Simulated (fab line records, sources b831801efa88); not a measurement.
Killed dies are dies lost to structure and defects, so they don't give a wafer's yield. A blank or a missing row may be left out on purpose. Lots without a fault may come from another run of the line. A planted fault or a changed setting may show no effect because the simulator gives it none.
Chamber matching | flow gf180mcu | GF_V3_CMP_04 on cmp-02: 4 sister chambers
The step polishes SiO2. 8 wafers are shown with their chamber, then 7 later ones without.

WAFERS WITH THEIR CHAMBER
wafer  | chamber | motor_current_A (A) | retaining_ring_pressure_frac
L242.2 | 2       | 13.2                | 1.010
L244.1 | 2       | 12.5                | 1.005
L244.2 | 0       | 10.8                | 1.002
L246.2 | 3       | 12.0                | 1.000
L246.4 | 0       | 11.0                | 1.001
L246.6 | 3       | 11.9                | 0.991
L256.2 | 1       | 11.7                | 1.008
L256.5 | 1       | 12.1                | 1.002

WAFERS WITHOUT THEIR CHAMBER
wafer  | motor_current_A (A) | retaining_ring_pressure_frac
L256.6 | 10.6                | 0.997
L258.2 | 12.5                | 1.004
L258.5 | 12.2                | 1.005
L258.6 | 10.8                | 1.003
L261.1 | 12.6                | 0.996
L261.4 | 12.4                | 1.006
L261.6 | 12.6                | 1.006

WHICH CHAMBER EACH WENT THROUGH
wafer  | from the rows above          | in truth
L256.6 | 0                            | 0
L258.2 | can't be placed: 2 or 1 or 3 | 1
L258.5 | can't be placed: 1 or 2 or 3 | 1
L258.6 | 0                            | 0
L261.1 | can't be placed: 3 or 2 or 1 | 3
L261.4 | can't be placed: 2 or 1 or 3 | 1
L261.6 | can't be placed: 2 or 1      | 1
Placed correctly: 2 of 7. Can't be placed from these rows: 5 (the true chamber is among the candidates in 5). Placed wrongly: 0.
How it was worked out, from the rows above alone: a wafer's distance from a chamber is the root of the sum, over the readings, of the square of ((its reading less the chamber's mean) divided by the reading's scatter). The wafer belongs to the nearest chamber; if the next one is less than 2 further off, it can't be placed. A chamber's mean is the mean of its shown wafers. The scatter: the root of (the sum of the squares of (reading less its chamber's mean) over the shown wafers, divided by (wafers less chambers)).
